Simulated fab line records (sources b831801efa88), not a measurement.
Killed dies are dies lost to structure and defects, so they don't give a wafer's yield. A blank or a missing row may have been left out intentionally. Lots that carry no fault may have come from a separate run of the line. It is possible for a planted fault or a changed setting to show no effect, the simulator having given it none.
Which tool was responsible? || flow gf180mcu || 13 lots with 39 wafers sampled at 5 steps, on a route of 602 steps

## WHAT EACH GAUGE READ, for each wafer
GF_STI_THK_MEAS_22. Usual: STI_OXIDATION_01_THK typically reads 14.98 nm, with standard deviation 0.25.
{"lot": "L437", "measured": "day 2 13:38", "on": "film_metro-01", "STI_OXIDATION_01_THK (nm)": "14.62 14.81 15.00", "flag": ""}
{"lot": "L442", "measured": "day 3 15:04", "on": "film_metro-04", "STI_OXIDATION_01_THK (nm)": "14.71 14.83 15.03", "flag": ""}
{"lot": "L443", "measured": "day 3 21:14", "on": "film_metro-04", "STI_OXIDATION_01_THK (nm)": "14.81 14.78 14.75", "flag": ""}
{"lot": "L445", "measured": "day 4 07:03", "on": "film_metro-01", "STI_OXIDATION_01_THK (nm)": "15.03 15.00 14.96", "flag": ""}
{"lot": "L446", "measured": "day 4 12:08", "on": "film_metro-01", "STI_OXIDATION_01_THK (nm)": "14.78 15.13 14.84", "flag": ""}
{"lot": "L447", "measured": "day 4 17:10", "on": "film_metro-04", "STI_OXIDATION_01_THK (nm)": "14.77 14.83 14.90", "flag": ""}
{"lot": "L448", "measured": "day 5 00:43", "on": "film_metro-01", "STI_OXIDATION_01_THK (nm)": "15.03 15.02 15.19", "flag": ""}
{"lot": "L451", "measured": "day 5 13:41", "on": "film_metro-02", "STI_OXIDATION_01_THK (nm)": "14.90 14.64 15.04", "flag": ""}
{"lot": "L452", "measured": "day 5 19:19", "on": "film_metro-04", "STI_OXIDATION_01_THK (nm)": "14.70 14.72 14.74", "flag": ""}
{"lot": "L455", "measured": "day 6 10:50", "on": "film_metro-02", "STI_OXIDATION_01_THK (nm)": "15.28 15.30 15.32", "flag": ""}
{"lot": "L456", "measured": "day 6 15:22", "on": "film_metro-02", "STI_OXIDATION_01_THK (nm)": "15.44 15.40 15.22", "flag": ""}
{"lot": "L457", "measured": "day 6 20:40", "on": "film_metro-02", "STI_OXIDATION_01_THK (nm)": "15.07 14.99 15.06", "flag": ""}
{"lot": "L458", "measured": "day 7 01:15", "on": "film_metro-01", "STI_OXIDATION_01_THK (nm)": "15.24 15.42 15.27", "flag": ""}

GF_DUAL_GATE_THK_MEAS_03. Usual: DUAL_GATE_OXIDATION_00_THK typically reads 10.98 nm, with standard deviation 0.19.
{"lot": "L437", "measured": "day 8 03:24", "on": "film_metro-02", "DUAL_GATE_OXIDATION_00_THK (nm)": "11.05 11.01 10.73", "flag": ""}
{"lot": "L442", "measured": "day 9 12:26", "on": "film_metro-01", "DUAL_GATE_OXIDATION_00_THK (nm)": "11.10 11.01 10.86", "flag": ""}
{"lot": "L443", "measured": "day 9 21:56", "on": "film_metro-02", "DUAL_GATE_OXIDATION_00_THK (nm)": "11.23 11.00 11.13", "flag": ""}
{"lot": "L445", "measured": "day 10 11:07", "on": "film_metro-04", "DUAL_GATE_OXIDATION_00_THK (nm)": "10.63 10.75 10.71", "flag": ""}
{"lot": "L446", "measured": "day 10 17:31", "on": "film_metro-01", "DUAL_GATE_OXIDATION_00_THK (nm)": "11.19 11.17 11.02", "flag": ""}
{"lot": "L447", "measured": "day 10 23:49", "on": "film_metro-01", "DUAL_GATE_OXIDATION_00_THK (nm)": "10.83 10.86 10.94", "flag": ""}
{"lot": "L448", "measured": "day 11 09:05", "on": "film_metro-04", "DUAL_GATE_OXIDATION_00_THK (nm)": "11.10 11.11 10.96", "flag": ""}
{"lot": "L451", "measured": "day 12 04:07", "on": "film_metro-01", "DUAL_GATE_OXIDATION_00_THK (nm)": "11.07 11.05 10.86", "flag": ""}
{"lot": "L452", "measured": "day 12 11:17", "on": "film_metro-02", "DUAL_GATE_OXIDATION_00_THK (nm)": "11.08 11.00 11.18", "flag": ""}
{"lot": "L455", "measured": "day 13 06:40", "on": "film_metro-04", "DUAL_GATE_OXIDATION_00_THK (nm)": "11.15 11.43 11.35", "flag": ""}
{"lot": "L456", "measured": "day 13 12:28", "on": "film_metro-02", "DUAL_GATE_OXIDATION_00_THK (nm)": "10.79 10.85 10.84", "flag": ""}
{"lot": "L457", "measured": "day 13 18:08", "on": "film_metro-01", "DUAL_GATE_OXIDATION_00_THK (nm)": "11.40 11.43 11.31", "flag": ""}
{"lot": "L458", "measured": "day 14 02:31", "on": "film_metro-02", "DUAL_GATE_OXIDATION_00_THK (nm)": "10.90 10.58 10.72", "flag": ""}

GF_HV_LDD_CD_MEAS_31: target cd 400 nm. Usual: cd_nm at 400.2 nm, with a standard deviation of 2.
{"lot": "L437", "measured": "day 11 22:50", "on": "cd_sem-02", "cd_nm (nm)": "399.3 400.0 400.6", "flag": ""}
{"lot": "L442", "measured": "day 13 16:35", "on": "cd_sem-01", "cd_nm (nm)": "399.2 398.7 398.6", "flag": ""}
{"lot": "L443", "measured": "day 14 03:47", "on": "cd_sem-01", "cd_nm (nm)": "399.0 398.9 401.0", "flag": ""}
{"lot": "L445", "measured": "day 14 19:49", "on": "cd_sem-02", "cd_nm (nm)": "397.8 393.6 395.5", "flag": ""}
{"lot": "L446", "measured": "day 15 02:17", "on": "cd_sem-02", "cd_nm (nm)": "399.5 399.6 398.8", "flag": ""}
{"lot": "L447", "measured": "day 15 10:28", "on": "cd_sem-01", "cd_nm (nm)": "401.0 401.8 398.6", "flag": ""}
{"lot": "L448", "measured": "day 15 20:14", "on": "cd_sem-02", "cd_nm (nm)": "398.5 399.9 400.9", "flag": ""}
{"lot": "L451", "measured": "day 16 18:37", "on": "cd_sem-02", "cd_nm (nm)": "397.5 397.0 399.8", "flag": ""}
{"lot": "L452", "measured": "day 17 00:00", "on": "cd_sem-02", "cd_nm (nm)": "401.6 401.3 402.9", "flag": ""}
{"lot": "L455", "measured": "day 17 22:19", "on": "cd_sem-01", "cd_nm (nm)": "401.4 400.6 401.0", "flag": ""}
{"lot": "L456", "measured": "day 18 08:40", "on": "cd_sem-01", "cd_nm (nm)": "399.9 401.3 400.3", "flag": ""}
{"lot": "L457", "measured": "day 18 15:08", "on": "cd_sem-02", "cd_nm (nm)": "398.9 400.9 400.9", "flag": ""}
{"lot": "L458", "measured": "day 19 01:02", "on": "cd_sem-02", "cd_nm (nm)": "400.1 399.4 398.1", "flag": ""}

## EACH LOT AND THE TOOL THAT RAN IT (in order: tool; ch and the chambers of the sampled wafers; start)
{"lot": "L437", "GF_VT_IMPLANT_COAT_13": "litho_track-02 ch 0, day 6 08:50", "GF_VT_IMPLANT_STRIP_20": "plasma_asher-01 ch 0,1, day 6 16:45"}
{"lot": "L442", "GF_VT_IMPLANT_COAT_13": "litho_track-02 ch 0, day 7 15:44", "GF_VT_IMPLANT_STRIP_20": "plasma_asher-01 ch 0,1, day 7 23:42"}
{"lot": "L443", "GF_VT_IMPLANT_COAT_13": "litho_track-01 ch 0, day 7 23:49", "GF_VT_IMPLANT_STRIP_20": "plasma_asher-02 ch 0,1, day 8 09:04"}
{"lot": "L445", "GF_VT_IMPLANT_COAT_13": "litho_track-01 ch 0, day 8 11:56", "GF_VT_IMPLANT_STRIP_20": "plasma_asher-02 ch 0,1, day 8 20:35"}
{"lot": "L446", "GF_VT_IMPLANT_COAT_13": "litho_track-04 ch 0, day 8 18:56", "GF_VT_IMPLANT_STRIP_20": "plasma_asher-02 ch 0,1, day 9 03:56"}
{"lot": "L447", "GF_VT_IMPLANT_COAT_13": "litho_track-04 ch 0, day 9 00:37", "GF_VT_IMPLANT_STRIP_20": "plasma_asher-02 ch 0,1, day 9 09:25"}
{"lot": "L448", "GF_VT_IMPLANT_COAT_13": "litho_track-04 ch 0, day 9 09:50", "GF_VT_IMPLANT_STRIP_20": "plasma_asher-03 ch 0,1, day 9 18:26"}
{"lot": "L451", "GF_VT_IMPLANT_COAT_13": "litho_track-02 ch 0, day 10 02:19", "GF_VT_IMPLANT_STRIP_20": "plasma_asher-02 ch 1, day 10 11:16"}
{"lot": "L452", "GF_VT_IMPLANT_COAT_13": "litho_track-02 ch 0, day 10 08:58", "GF_VT_IMPLANT_STRIP_20": "plasma_asher-02 ch 0,1, day 10 18:13"}
{"lot": "L455", "GF_VT_IMPLANT_COAT_13": "litho_track-02 ch 0, day 11 04:02", "GF_VT_IMPLANT_STRIP_20": "plasma_asher-01 ch 0,1, day 11 13:37"}
{"lot": "L456", "GF_VT_IMPLANT_COAT_13": "litho_track-02 ch 0, day 11 08:13", "GF_VT_IMPLANT_STRIP_20": "plasma_asher-01 ch 0,1, day 11 18:15"}
{"lot": "L457", "GF_VT_IMPLANT_COAT_13": "litho_track-04 ch 0, day 11 14:53", "GF_VT_IMPLANT_STRIP_20": "plasma_asher-02 ch 0,1, day 12 00:16"}
{"lot": "L458", "GF_VT_IMPLANT_COAT_13": "litho_track-02 ch 0, day 11 20:46", "GF_VT_IMPLANT_STRIP_20": "plasma_asher-01 ch 0,1, day 12 06:34"}
- GF_VT_IMPLANT_COAT_13: resist thk 1000 nm.
- GF_VT_IMPLANT_STRIP_20: strips in O2/N2.

## AS READ BY THE TOOLS THEMSELVES (means over the sampled wafers that have a number; for cases with no such wafer, the mark the record gives instead)
GF_VT_IMPLANT_COAT_13. Usual: spin_speed_rpm at 3000.0 rpm, with a standard deviation of 2.1.
{"lot": "L437", "tool": "litho_track-02", "spin_speed_rpm (rpm)": 3003.4, "flag": ""}
{"lot": "L442", "tool": "litho_track-02", "spin_speed_rpm (rpm)": 3000.3, "flag": ""}
{"lot": "L443", "tool": "litho_track-01", "spin_speed_rpm (rpm)": 3186.8, "flag": "OFF"}
{"lot": "L445", "tool": "litho_track-01", "spin_speed_rpm (rpm)": 3189.5, "flag": "OFF"}
{"lot": "L446", "tool": "litho_track-04", "spin_speed_rpm (rpm)": 2997.5, "flag": ""}
{"lot": "L447", "tool": "litho_track-04", "spin_speed_rpm (rpm)": 2999.3, "flag": ""}
{"lot": "L448", "tool": "litho_track-04", "spin_speed_rpm (rpm)": 2999.9, "flag": ""}
{"lot": "L451", "tool": "litho_track-02", "spin_speed_rpm (rpm)": 2999.0, "flag": ""}
{"lot": "L452", "tool": "litho_track-02", "spin_speed_rpm (rpm)": 3002.0, "flag": ""}
{"lot": "L455", "tool": "litho_track-02", "spin_speed_rpm (rpm)": 3002.7, "flag": ""}
{"lot": "L456", "tool": "litho_track-02", "spin_speed_rpm (rpm)": 2998.5, "flag": ""}
{"lot": "L457", "tool": "litho_track-04", "spin_speed_rpm (rpm)": 2999.2, "flag": ""}
{"lot": "L458", "tool": "litho_track-02", "spin_speed_rpm (rpm)": 3002.1, "flag": ""}

GF_VT_IMPLANT_STRIP_20. Usual: drypump_motor_current_A 5.7 A, standard deviation 0.36; heater_power_w 328 W, standard deviation 23; oes_product_au 0.715 a.u., standard deviation 0.004; strip_time_to_endpoint_s 12.63 s, standard deviation 0.046.
{"lot": "L437", "tool": "plasma_asher-01", "drypump_motor_current_A (A)": 5.9, "heater_power_w (W)": 352, "oes_product_au (a.u.)": 0.717, "strip_time_to_endpoint_s (s)": 12.70, "flag": ""}
{"lot": "L442", "tool": "plasma_asher-01", "drypump_motor_current_A (A)": 5.8, "heater_power_w (W)": 326, "oes_product_au (a.u.)": 0.715, "strip_time_to_endpoint_s (s)": 12.61, "flag": ""}
{"lot": "L443", "tool": "plasma_asher-02", "drypump_motor_current_A (A)": 5.7, "heater_power_w (W)": 330, "oes_product_au (a.u.)": 0.712, "strip_time_to_endpoint_s (s)": 12.24, "flag": "OFF"}
{"lot": "L445", "tool": "plasma_asher-02", "drypump_motor_current_A (A)": 5.9, "heater_power_w (W)": 317, "oes_product_au (a.u.)": 0.715, "strip_time_to_endpoint_s (s)": 12.28, "flag": "OFF"}
{"lot": "L446", "tool": "plasma_asher-02", "drypump_motor_current_A (A)": 5.7, "heater_power_w (W)": 330, "oes_product_au (a.u.)": 0.711, "strip_time_to_endpoint_s (s)": 12.57, "flag": ""}
{"lot": "L447", "tool": "plasma_asher-02", "drypump_motor_current_A (A)": 5.9, "heater_power_w (W)": 321, "oes_product_au (a.u.)": 0.715, "strip_time_to_endpoint_s (s)": 12.58, "flag": ""}
{"lot": "L448", "tool": "plasma_asher-03", "drypump_motor_current_A (A)": 5.3, "heater_power_w (W)": 324, "oes_product_au (a.u.)": 0.718, "strip_time_to_endpoint_s (s)": 12.66, "flag": ""}
{"lot": "L451", "tool": "plasma_asher-02", "drypump_motor_current_A (A)": 5.5, "heater_power_w (W)": 340, "oes_product_au (a.u.)": 0.716, "strip_time_to_endpoint_s (s)": 12.70, "flag": ""}
{"lot": "L452", "tool": "plasma_asher-02", "drypump_motor_current_A (A)": 5.9, "heater_power_w (W)": 313, "oes_product_au (a.u.)": 0.714, "strip_time_to_endpoint_s (s)": 12.66, "flag": ""}
{"lot": "L455", "tool": "plasma_asher-01", "drypump_motor_current_A (A)": 5.9, "heater_power_w (W)": 343, "oes_product_au (a.u.)": 0.714, "strip_time_to_endpoint_s (s)": 12.69, "flag": ""}
{"lot": "L456", "tool": "plasma_asher-01", "drypump_motor_current_A (A)": 5.8, "heater_power_w (W)": 328, "oes_product_au (a.u.)": 0.712, "strip_time_to_endpoint_s (s)": 12.64, "flag": ""}
{"lot": "L457", "tool": "plasma_asher-02", "drypump_motor_current_A (A)": 5.9, "heater_power_w (W)": 321, "oes_product_au (a.u.)": 0.715, "strip_time_to_endpoint_s (s)": 12.58, "flag": ""}
{"lot": "L458", "tool": "plasma_asher-01", "drypump_motor_current_A (A)": 5.9, "heater_power_w (W)": 349, "oes_product_au (a.u.)": 0.712, "strip_time_to_endpoint_s (s)": 12.66, "flag": ""}

## THE ANSWER, worked out from the rows above alone
Rule: a lot is off if the mean of its wafers that have a number lies more than 3 standard deviations from the usual mean. Also off: a lot with no number at a reading for which 4 or more lots have one. Where the step has rows for the other lots, those lots are counted as sound. First the gauges in route order, then the tools' own readings, where a lot's mean is used as printed above. At the first step where some lot is off, the reading lying furthest off is the one used; lots without a number count as furthest.
Off: L443, L445 (GF_VT_IMPLANT_COAT_13, spin_speed_rpm).
A tool fits if, at that step or a process step before it, it ran every lot that is off, and no sound lot after the first of them. One candidate fits, namely litho_track-01 at GF_VT_IMPLANT_COAT_13. It ran no sound lot before its first lot that is off in this sample, so the start can't be narrowed down.
On the lots that are off, the tool's own readings at GF_VT_IMPLANT_COAT_13 differ by more than 5 times the standard deviation of the sound lots' means, which bears it out; spin_speed_rpm reads 3188.2 rpm there versus 3000.4 rpm on the sound lots.

## WHAT THE SIMULATOR PUT IN
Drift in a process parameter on litho_track-01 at GF_VT_IMPLANT_COAT_13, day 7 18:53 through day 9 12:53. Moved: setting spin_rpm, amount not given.
Lots struck among those shown: L443, L445. This agrees with what the rule above found.
